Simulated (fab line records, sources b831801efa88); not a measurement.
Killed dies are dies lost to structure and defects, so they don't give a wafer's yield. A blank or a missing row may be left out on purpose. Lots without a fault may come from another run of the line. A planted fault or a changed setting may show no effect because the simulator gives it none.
A struck lot beside a sound one | flow sfq_line | 41 steps out of a route of 325
Sound: wafers L733.1, L733.2, L733.6. Struck: wafers L737.1, L737.5, L737.6. The cause comes at the end.
At each step with rows: each side's tool, then ch and its chambers, then its first start. Under that, the readings that differ: sound wafers | struck wafers | difference of the means | sigmas: that difference in standard deviations of wafers without a fault.
alike: readings whose means differ by less than 2 such deviations, and words and numbers that are the same on both sides. not compared: withheld readings, readings that some wafer has no value for, bounds like >300 that may hide the same value, and numbers for which the record gives no deviation and whose values overlap.
The two part at a step that has a row with sigmas, a row that says differs or no value, or rows on one side only. Numbers that don't overlap but have no deviation are shown without sigmas and don't part them. A reading that every wafer of one side lacks parts them only if that side has two wafers or more.

SFQ_I2_OVL_MEAS_918:
  sound on overlay-02, day 37 19:35; struck on overlay-02, day 39 01:40
  reading     | sound | struck      | difference | sigmas
  I2_OVL (nm) | 3 7 7 | -10 -16 -14 | -19        | -3
SFQ_TRILAYER_I2_VIA_BARC_OPEN_VIA_ETCH_096: etches BARC in O2, target depth 125 nm, time 41.7 s.
  sound on rie_diel-02 ch 0,2,3, day 37 19:37; struck on rie_diel-01 ch 0,3, day 39 01:41
  alike: drypump_motor_current_A, oes_product_au
  not compared: rf_hours_counter_h
SFQ_TRILAYER_I2_VIA_ETCH_VIA_ETCH_070: etches SiO2 in CHF3, stops on Nb, target depth 260 nm.
  sound on rie_diel-02 ch 0,2,3, day 37 19:40; struck on rie_diel-01 ch 0,3, day 39 01:44
  alike: drypump_motor_current_A, oes_product_au
then, 3 steps without rows for these wafers: SFQ_TRILAYER_I2_VIA_STRIP_STRIP_071 (strips in O2); SFQ_TRILAYER_I2_VIA_STRIP_SOLV_CLEAN_072 (cleans in NMP, time 600 s); SFQ_TRILAYER_M3_DEP_PRE_CLEAN_074 (time 22.5 s).
SFQ_TRILAYER_M3_DEP_SPUTTER_073: material Nb, target thk 200 nm, time 133.3 s.
  sound on pvd_sputter-04, day 37 20:35; struck on pvd_sputter-03, day 39 02:39
  alike: chamber_pressure_pa, throttle_valve_pct
SFQ_M3_RS_MEAS_919: measures by four-point-probe.
  sound on film_metro-02, day 37 20:40; struck on film_metro-04, day 39 02:44
  reading           | sound             | struck            | difference | sigmas
  M3_NB_RS (ohm/sq) | 0.881 0.891 0.888 | 0.868 0.874 0.868 | -0.017     | -2
then, 3 steps without rows for these wafers: SFQ_TRILAYER_M3_LITHO_COAT_080 (resist thk 62 nm); SFQ_TRILAYER_M3_LITHO_COAT_075 (resist thk 600 nm); SFQ_TRILAYER_M3_LITHO_SOFTBAKE_079.
-- the record jumps here: 6 days lie between the struck wafers' starts before and after --
SFQ_TRILAYER_M3_LITHO_EXPOSE_076: exposes mask M3, target cd 500 nm.
  sound on krf_scanner-02 ch 0, day 43 23:59; struck on krf_scanner-01 ch 0, day 45 07:19
  alike: mask, exposure_dose_mJ_cm2
then, 2 steps without rows for these wafers: SFQ_TRILAYER_M3_LITHO_PEB_078 (peb time 60 s); SFQ_TRILAYER_M3_LITHO_DEVELOP_077 (time 60 s).
SFQ_M3_OVL_MEAS_921:
  sound on overlay-01, day 44 01:29; struck on overlay-02, day 45 08:49
  alike: M3_OVL
SFQ_TRILAYER_M3_BARC_OPEN_METAL_ETCH_100: etches BARC in O2, target depth 125 nm, time 41.7 s.
  sound on rie_metal-01 ch 0,1, day 44 01:31; struck on rie_metal-01 ch 0,1, day 45 08:50
  reading             | sound           | struck            | difference | sigmas
  model.M3.cd_nm (nm) | 500 500.1 501.3 | 475.3 494.8 497.3 | -11.3      |
  alike: drypump_motor_current_A, oes_product_au
  not compared: rf_hours_counter_h
SFQ_TRILAYER_M3_ETCH_METAL_ETCH_078: etches Nb in Cl2/Ar, stops on SiO2, target depth 240 nm, time 120 s.
  sound on rie_metal-01 ch 0,1, day 44 01:35; struck on rie_metal-01 ch 0,1, day 45 08:54
  reading               | sound             | struck            | difference | sigmas
  oes_product_au (a.u.) | 0.899 0.886 0.895 | 0.903 0.905 0.913 | +0.014     | +2
  model.M3.cd_nm (nm)   | 500.1 501.5 502.4 | 475.1 495.1 496.2 | -12.5      |
  alike: drypump_motor_current_A
  not compared: rf_hours_counter_h
then, 2 steps without rows for these wafers: SFQ_TRILAYER_M3_STRIP_STRIP_079 (strips in O2); SFQ_TRILAYER_M3_STRIP_SOLV_CLEAN_080 (cleans in NMP, time 600 s).
SFQ_TRILAYER_I3_DEP_PECVD_081: deposits SiO2 from SiH4/N2O, time 111.11 s, target thk 500 nm.
  sound on pecvd-04 ch 1,2, day 44 02:29; struck on pecvd-02 ch 0,1, day 45 09:48
  alike: heater_power_w, throttle_valve_pct
then, 1 step without rows for these wafers: SFQ_TRILAYER_I3_CMP_CMP_082 (polishes SiO2).
SFQ_I3_BOW_MEAS_922:
  sound on film_metro-03, day 44 05:34; struck on film_metro-04, day 45 13:04
  reading     | sound    | struck      | difference | sigmas
  I3_BOW (um) | 14 -4 21 | -17 -12 -13 | -24        | -3
then, 7 steps without rows for these wafers: SFQ_TRILAYER_I3_METRO_MEASURE_083; SFQ_TRILAYER_I3_VIA_LITHO_COAT_090 (resist thk 62 nm); SFQ_TRILAYER_I3_VIA_LITHO_COAT_085 (resist thk 650 nm); SFQ_TRILAYER_I3_VIA_LITHO_SOFTBAKE_089; SFQ_TRILAYER_I3_VIA_LITHO_EXPOSE_086 (exposes mask I3, target cd 500 nm); SFQ_TRILAYER_I3_VIA_LITHO_PEB_088 (peb time 60 s); SFQ_TRILAYER_I3_VIA_LITHO_DEVELOP_087 (time 60 s).
-- the record jumps here: 5 days lie between the struck wafers' starts before and after --
SFQ_I3_OVL_MEAS_923:
  sound on overlay-02, day 49 17:16; struck on overlay-02, day 50 16:04
  alike: I3_OVL
then, 5 steps without rows for these wafers: SFQ_TRILAYER_I3_VIA_BARC_OPEN_VIA_ETCH_121 (etches BARC in O2, target depth 125 nm, time 41.7 s); SFQ_TRILAYER_I3_VIA_ETCH_VIA_ETCH_088 (etches SiO2 in CHF3, stops on Nb, target depth 260 nm); SFQ_TRILAYER_I3_VIA_STRIP_STRIP_089 (strips in O2); SFQ_TRILAYER_I3_VIA_STRIP_SOLV_CLEAN_090 (cleans in NMP, time 600 s); SFQ_TRILAYER_M4_DEP_PRE_CLEAN_092 (time 22.5 s).
SFQ_TRILAYER_M4_DEP_SPUTTER_091: material Nb, target thk 200 nm, time 133.3 s.
  sound on pvd_sputter-03, day 49 18:16; struck on pvd_sputter-03, day 50 17:04
  alike: chamber_pressure_pa, throttle_valve_pct
SFQ_M4_RS_MEAS_924: measures by four-point-probe.
  sound on film_metro-03, day 49 18:22; struck on film_metro-01, day 50 17:10
  alike: M4_NB_RS
then, 3 steps without rows for these wafers: SFQ_TRILAYER_M4_LITHO_COAT_098 (resist thk 62 nm); SFQ_TRILAYER_M4_LITHO_COAT_093 (resist thk 600 nm); SFQ_TRILAYER_M4_LITHO_SOFTBAKE_097.
-- the record jumps here: 34 days lie between the struck wafers' starts before and after --
SFQ_M8_BOW_MEAS_951:
  sound on film_metro-04, day 79 11:19; struck on film_metro-03, day 84 12:12
  alike: M8_BOW
  not compared: model.etest.m3.ohm_um

WHERE THEY PART
First at SFQ_I2_OVL_MEAS_918; last, within this record, at SFQ_I3_BOW_MEAS_922. Later steps at which nothing parts them and some readings are alike: SFQ_I3_OVL_MEAS_923, SFQ_TRILAYER_M4_DEP_SPUTTER_091, SFQ_M4_RS_MEAS_924, SFQ_M8_BOW_MEAS_951.

WHY: what the simulator had put in
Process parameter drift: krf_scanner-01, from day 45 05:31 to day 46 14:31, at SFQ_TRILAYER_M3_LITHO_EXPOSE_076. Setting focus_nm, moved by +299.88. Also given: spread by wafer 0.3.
